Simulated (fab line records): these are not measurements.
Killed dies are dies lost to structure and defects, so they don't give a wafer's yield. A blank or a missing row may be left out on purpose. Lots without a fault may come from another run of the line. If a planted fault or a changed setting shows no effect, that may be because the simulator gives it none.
A single fault, viewed from 2 desks | flow sky130 | every desk sees just its own numbers, and what lay behind them comes last

== THE METROLOGY DESK ==
What the gauges read, lot by lot, whatever tool the lot ran on: means of the sampled wafers that have a number. Any lot whose mean is over 4 standard deviations away from the usual mean is out of limits and marked OUT; that distance is given in the brackets.
Columns: A = VIA2_W_RS at SKY_VIA2_RS_MEAS_22, usual 0.272 ohm/sq; B = VIA2_W_THK at SKY_VIA2_THK_MEAS_23, usual 426 nm
lot  | first seen here | A     | B
L219 | day 38 12:23    | 0.273 | 431
L223 | day 39 20:08    | 0.271 | 433
L229 | day 41 14:42    | 0.273 | 433
L230 | day 41 16:38    | 0.273 | 415
L233 | day 42 11:31    | 0.269 | 445
L235 | day 43 00:45    | 0.274 | 430
This desk's verdict: no lot among the 6 shows anything out of limits.

== FOR THE TOOL OWNER'S DESK: pvd_sputter-03 ==
The tool's own readings at SKY_METAL3_SPUTTER_03 (material Ti, target thk 5 nm, time 3.3 s): means of the sampled wafers that have a number, for each lot that ran on this tool. Any lot whose mean is over 4 standard deviations away from the usual mean is out of limits and marked OUT; that distance is given in the brackets.
Columns: A = chamber_pressure_pa at SKY_METAL3_SPUTTER_03, usual 0.4001 Pa; B = throttle_valve_pct at SKY_METAL3_SPUTTER_03, usual 29.7 %
lot  | first seen here | A      | B
L223 | day 39 20:41    | 0.4005 | 29.9
L229 | day 41 15:15    | 0.3992 | 29.2
L230 | day 41 17:12    | 0.3997 | 29.8
This desk's verdict: no lot among the 3 shows anything out of limits.

== PUT TOGETHER ==
From the metrology desk's view, nothing was out of limits.
Nothing out of limits was seen by the tool owner's desk.

== WHAT THE SIMULATOR HAD PUT IN ==
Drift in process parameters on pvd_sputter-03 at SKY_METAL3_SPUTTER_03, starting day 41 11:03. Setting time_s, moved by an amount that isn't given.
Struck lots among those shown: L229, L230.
